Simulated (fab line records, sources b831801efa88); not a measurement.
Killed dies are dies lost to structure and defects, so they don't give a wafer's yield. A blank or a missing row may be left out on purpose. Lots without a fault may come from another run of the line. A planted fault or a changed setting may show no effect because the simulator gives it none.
Which tool did it? | flow gf180mcu | 11 lots, 33 wafers sampled, at 6 steps of a route of 602

WHAT THE GAUGES READ, wafer by wafer
GF_NWELL_OVL_MEAS_07. Usual: NWELL_OVL -0.6 nm, standard deviation 1.2.
lot  | measured    | on         | NWELL_OVL (nm) | flag
L961 | day 3 12:10 | overlay-01 | -1.3 0.9 -0.6  |
L964 | day 3 23:31 | overlay-01 | 0.9 -0.1 -1.0  |
L965 | day 4 04:32 | overlay-02 | -0.7 -0.8 -0.5 |
L968 | day 5 05:38 | overlay-01 | -0.7 -1.3 -0.4 |
L971 | day 6 01:58 | overlay-02 | -2.5 -1.5 -0.9 |
L973 | day 6 06:11 | overlay-01 | -1.6 -0.7 -2.8 |
L974 | day 6 11:43 | overlay-02 | -1.1 -2.7 -0.6 |
L980 | day 7 20:56 | overlay-02 | 0.1 -0.9 0.1   |
L981 | day 8 02:59 | overlay-02 | -1.7 -0.7 -1.4 |
L982 | day 8 10:32 | overlay-02 | -1.8 -1.4 -2.4 |
L983 | day 8 11:34 | overlay-01 | -0.9 -1.5 -0.8 |

GF_MVSD_TW_MEAS_11. Usual: MVSD_TW 1585, standard deviation 9.2.
lot  | measured    | on            | MVSD_TW        | flag
L961 | day 4 14:37 | film_metro-03 | 1584 1593 1597 |
L964 | day 5 02:43 | film_metro-01 | 1568 1574 1578 |
L965 | day 5 08:08 | film_metro-01 | 1580 1571 1589 |
L968 | day 6 12:14 | film_metro-03 | 1580 1584 1579 |
L971 | day 7 07:41 | film_metro-01 | 1595 1589 1597 |
L973 | day 7 12:52 | film_metro-04 | 1574 1571 1581 |
L974 | day 7 17:40 | film_metro-03 | 1589 1591 1582 |
L980 | day 9 05:46 | film_metro-04 | 1580 1580 1576 |
L981 | day 9 13:26 | film_metro-01 | 1604 1591 1597 |
L982 | day 9 20:44 | film_metro-03 | 1584 1586 1588 |
L983 | day 9 21:49 | film_metro-01 | 1599 1604 1601 |

GF_HV_LDD_TW_MEAS_23. Usual: HV_LDD_2_TW 1060, standard deviation 8.4.
lot  | measured     | on            | HV_LDD_2_TW    | flag
L961 | day 10 22:48 | film_metro-04 | 1056 1055 1050 |
L964 | day 11 11:59 | film_metro-04 | 1060 1067 1057 |
L965 | day 11 16:26 | film_metro-01 | 1068 1068 1071 |
L968 | day 13 06:37 | film_metro-03 | 1072 1064 1066 |
L971 | day 14 12:41 | film_metro-04 | 30 30 30       | OFF
L973 | day 14 15:35 | film_metro-03 | 30 30 30       | OFF
L974 | day 14 23:20 | film_metro-03 | 30 30 30       | OFF
L980 | day 16 22:32 | film_metro-01 | 1069 1066 1067 |
L981 | day 17 09:32 | film_metro-03 | 1059 1062 1053 |
L982 | day 17 20:29 | film_metro-01 | 1065 1064 1062 |
L983 | day 17 20:04 | film_metro-01 | 1062 1058 1062 |

WHICH TOOL RAN EACH LOT (tool, then ch and the chambers of the sampled wafers, then the start)
lot  | GF_DNWELL_STRIP_08                  | GF_HV_LDD_STRIP_10                   | GF_HV_LDD_STRIP_22
L961 | plasma_asher-03 ch 0,1, day 2 23:34 | plasma_asher-01 ch 0,1, day 10 04:41 | plasma_asher-03 ch 0,1, day 10 22:43
L964 | plasma_asher-01 ch 0,1, day 3 10:45 | plasma_asher-01 ch 0,1, day 10 17:39 | plasma_asher-03 ch 0,1, day 11 11:53
L965 | plasma_asher-03 ch 0,1, day 3 15:32 | plasma_asher-02 ch 0, day 10 21:39   | plasma_asher-01 ch 0,1, day 11 16:20
L968 | plasma_asher-03 ch 0,1, day 4 15:56 | plasma_asher-03 ch 0,1, day 12 10:47 | plasma_asher-01 ch 0,1, day 13 06:30
L971 | plasma_asher-02 ch 0,1, day 5 11:15 | plasma_asher-02 ch 0,1, day 13 15:39 | plasma_asher-03 ch 0, day 14 12:35
L973 | plasma_asher-01 ch 0,1, day 5 15:41 | plasma_asher-02 ch 0,1, day 13 18:35 | plasma_asher-02 ch 0,1, day 14 15:29
L974 | plasma_asher-03 ch 0,1, day 5 21:00 | plasma_asher-03 ch 0,1, day 14 01:59 | plasma_asher-02 ch 0,1, day 14 23:14
L980 | plasma_asher-02 ch 0,1, day 7 05:32 | plasma_asher-02 ch 0,1, day 16 00:08 | plasma_asher-02 ch 0,1, day 16 22:26
L981 | plasma_asher-03 ch 0,1, day 7 12:10 | plasma_asher-02 ch 0,1, day 16 10:27 | plasma_asher-02 ch 0,1, day 17 09:26
L982 | plasma_asher-01 ch 0,1, day 7 19:17 | plasma_asher-02 ch 0,1, day 16 20:42 | plasma_asher-01 ch 0, day 17 20:23
L983 | plasma_asher-02 ch 0,1, day 7 20:11 | plasma_asher-03 ch 0,1, day 16 20:40 | plasma_asher-01 ch 0,1, day 17 19:59
- GF_DNWELL_STRIP_08: strips in O2/N2.
- GF_HV_LDD_STRIP_10: strips in O2/N2.
- GF_HV_LDD_STRIP_22: strips in O2/N2.

WHAT THE TOOLS THEMSELVES READ (means of the sampled wafers that have a number; where no wafer has one, the mark that the record gives instead)
GF_DNWELL_STRIP_08. Usual: chamber_pressure_mTorr 1499.8 mTorr, standard deviation 1.4; drypump_motor_current_A 5.8 A, standard deviation 0.36; heater_power_w 344 W, standard deviation 39; o2_flow_sccm 3000 sccm, standard deviation 8.2; oes_product_au 0.722 a.u., standard deviation 0.0044; strip_time_to_endpoint_s 36.97 s, standard deviation 0.081.
lot  | tool            | chamber_pressure_mTorr (mTorr) | drypump_motor_current_A (A) | heater_power_w (W) | o2_flow_sccm (sccm) | oes_product_au (a.u.) | strip_time_to_endpoint_s (s) | flag
L961 | plasma_asher-03 | 1500.5                         | 5.2                         | 353                | 3004                | 0.720                 | 37.01                        |
L964 | plasma_asher-01 | 1500.0                         | 5.8                         | 323                | 2993                | 0.721                 | 36.93                        |
L965 | plasma_asher-03 | 1499.1                         | 5.2                         | 349                | 2998                | 0.723                 | 36.99                        |
L968 | plasma_asher-03 | 1500.2                         | 5.4                         | 352                | 2992                | 0.722                 | 36.92                        |
L971 | plasma_asher-02 | 1500.5                         | 6.1                         | 338                | 2995                | 0.721                 | 36.92                        |
L973 | plasma_asher-01 | 1499.6                         | 5.8                         | 317                | 2994                | 0.724                 | 36.97                        |
L974 | plasma_asher-03 | 1499.7                         | 5.2                         | 355                | 2999                | 0.722                 | 36.86                        |
L980 | plasma_asher-02 | 1499.4                         | 6.0                         | 370                | 2994                | 0.718                 | 37.03                        |
L981 | plasma_asher-03 | 1501.2                         | 5.4                         | 343                | 3011                | 0.725                 | 36.94                        |
L982 | plasma_asher-01 | 1500.0                         | 5.8                         | 322                | 2999                | 0.725                 | 36.86                        |
L983 | plasma_asher-02 | 1499.8                         | 6.1                         | 332                | 3001                | 0.721                 | 37.05                        |

GF_HV_LDD_STRIP_10. Usual: chamber_pressure_mTorr 1500.2 mTorr, standard deviation 1.4; drypump_motor_current_A 5.8 A, standard deviation 0.39; heater_power_w 348 W, standard deviation 44; o2_flow_sccm 2998 sccm, standard deviation 9.3; oes_product_au 0.716 a.u., standard deviation 0.0043; strip_time_to_endpoint_s 12.65 s, standard deviation 0.035.
lot  | tool            | chamber_pressure_mTorr (mTorr) | drypump_motor_current_A (A) | heater_power_w (W) | o2_flow_sccm (sccm) | oes_product_au (a.u.) | strip_time_to_endpoint_s (s) | flag
L961 | plasma_asher-01 | 1499.7                         | 5.8                         | 323                | 2996                | 0.716                 | 12.63                        |
L964 | plasma_asher-01 | 1499.6                         | 5.9                         | 335                | 2992                | 0.718                 | 12.62                        |
L965 | plasma_asher-02 | 1499.4                         | 5.9                         | 413                | 2998                | 0.721                 | 12.65                        |
L968 | plasma_asher-03 | 1499.8                         | 5.2                         | 354                | 2995                | 0.719                 | 12.63                        |
L971 | plasma_asher-02 | -                              | -                           | -                  | -                   | -                     | -                            | OFF
L973 | plasma_asher-02 | -                              | -                           | -                  | -                   | -                     | -                            | OFF
L974 | plasma_asher-03 | -                              | -                           | -                  | -                   | -                     | -                            | OFF
L980 | plasma_asher-02 | 1499.8                         | 6.0                         | 375                | 3007                | 0.718                 | 12.70                        |
L981 | plasma_asher-02 | 1500.6                         | 6.0                         | 371                | 2987                | 0.719                 | 12.63                        |
L982 | plasma_asher-02 | 1499.7                         | 6.1                         | 328                | 2997                | 0.715                 | 12.63                        |
L983 | plasma_asher-03 | 1500.1                         | 5.2                         | 355                | 2992                | 0.716                 | 12.66                        |

GF_HV_LDD_STRIP_22. Usual: chamber_pressure_mTorr 1499.8 mTorr, standard deviation 1.3; drypump_motor_current_A 5.8 A, standard deviation 0.37; heater_power_w 346 W, standard deviation 42; o2_flow_sccm 3001 sccm, standard deviation 8.8; oes_product_au 0.716 a.u., standard deviation 0.0053; strip_time_to_endpoint_s 12.64 s, standard deviation 0.032.
lot  | tool            | chamber_pressure_mTorr (mTorr) | drypump_motor_current_A (A) | heater_power_w (W) | o2_flow_sccm (sccm) | oes_product_au (a.u.) | strip_time_to_endpoint_s (s) | flag
L961 | plasma_asher-03 | 1500.6                         | 5.3                         | 349                | 3000                | 0.715                 | 12.64                        |
L964 | plasma_asher-03 | 1500.0                         | 5.3                         | 350                | 3011                | 0.716                 | 12.64                        |
L965 | plasma_asher-01 | 1499.5                         | 5.8                         | 329                | 3002                | 0.719                 | 12.62                        |
L968 | plasma_asher-01 | 1499.5                         | 5.8                         | 327                | 2993                | 0.718                 | 12.66                        |
L971 | plasma_asher-03 | 1500.4                         | 5.5                         | 352                | 3001                | 0.722                 | 27.67                        | OFF
L973 | plasma_asher-02 | 1499.2                         | 6.1                         | 335                | 3005                | 0.721                 | 27.57                        | OFF
L974 | plasma_asher-02 | 1499.9                         | 6.0                         | 367                | 2998                | 0.718                 | 27.66                        | OFF
L980 | plasma_asher-02 | 1499.4                         | 6.1                         | 336                | 3001                | 0.720                 | 12.65                        |
L981 | plasma_asher-02 | 1499.6                         | 6.1                         | 333                | 3007                | 0.714                 | 12.64                        |
L982 | plasma_asher-01 | 1499.8                         | 5.7                         | 310                | 3005                | 0.715                 | 12.69                        |
L983 | plasma_asher-01 | 1500.0                         | 5.9                         | 341                | 2992                | 0.716                 | 12.64                        |

THE ANSWER, worked out from the rows above alone
Rule: a lot is off if the mean of its wafers that have a number lies more than 3 standard deviations from the usual mean. A lot without any number at a reading at which 4 lots or more have one is off too. The other lots that the step has rows for count as sound. The gauges are gone through in route order, then the tools' own readings, and for those a lot's mean is taken as printed above. The first step at which some lot is off is used, and at that step the reading that is off furthest; a lot without a number counts as furthest.
Off: L971, L973, L974, at GF_HV_LDD_TW_MEAS_23 (HV_LDD_2_TW).
A tool fits if, at a process step before that reading, it ran every lot that is off, and no sound lot after the first of them. The gauges at GF_HV_LDD_TW_MEAS_23 aren't tried: what is off there is off at GF_HV_LDD_STRIP_10 too, on other tools, and a gauge's error can't cause that. None of those tried fits.

WHAT THE SIMULATOR HAD PUT IN
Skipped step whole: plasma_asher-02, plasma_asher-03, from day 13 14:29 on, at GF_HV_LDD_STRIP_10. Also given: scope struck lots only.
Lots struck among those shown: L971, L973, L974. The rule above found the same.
